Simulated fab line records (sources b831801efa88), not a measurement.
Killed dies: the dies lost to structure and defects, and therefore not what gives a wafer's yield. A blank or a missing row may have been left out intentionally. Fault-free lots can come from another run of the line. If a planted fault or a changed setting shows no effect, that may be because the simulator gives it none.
Chamber matching	flow gf180mcu	rie-diel-01 running GF_CONTACT_ETCH_17: 4 sister chambers
The step etches SiO2 in C4F8/O2/Ar, stops on CoSi2, target depth 860 nm. 4 wafers are shown with their chamber, then 7 later ones without.

== EACH WAFER AND ITS CHAMBER ==
wafer	chamber	rf-fwd-power-W (W)
L932.5	0	1486
L932.6	1	1489
L934.1	3	1493
L934.3	2	1501

== WAFERS MISSING THEIR CHAMBER ==
wafer	rf-fwd-power-W (W)
L934.6	1493
L936.1	1495
L936.2	1491
L936.4	1489
L937.1	1496
L937.3	1496
L937.6	1497

== CHAMBER TAKEN BY EACH ==
wafer	from the rows above	in truth
L934.6	can't be placed: 3 or 1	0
L936.1	can't be placed: 3 or 1 or 2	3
L936.2	can't be placed: 1 or 3 or 0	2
L936.4	can't be placed: 1 or 0 or 3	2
L937.1	can't be placed: 3 or 2 or 1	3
L937.3	can't be placed: 3 or 2 or 1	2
L937.6	can't be placed: 2 or 3 or 1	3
Correct placement for 0 of the 7. Not placeable from these rows: 7 (in 4, the candidates include the true chamber). Number placed wrongly: 0.
How it was worked out, from the rows above alone: a wafer's distance from a chamber is the root of the sum, over the readings, of the square of ((its reading less the chamber's mean) divided by the reading's scatter). The wafer belongs to the nearest chamber; if the next one is less than 2 further off, it can't be placed. For every chamber, the mean is computed from those of its wafers that are shown. The scatter: root of mean squared gap, hidden wafer to nearest shown wafer, with one shown wafer a chamber.
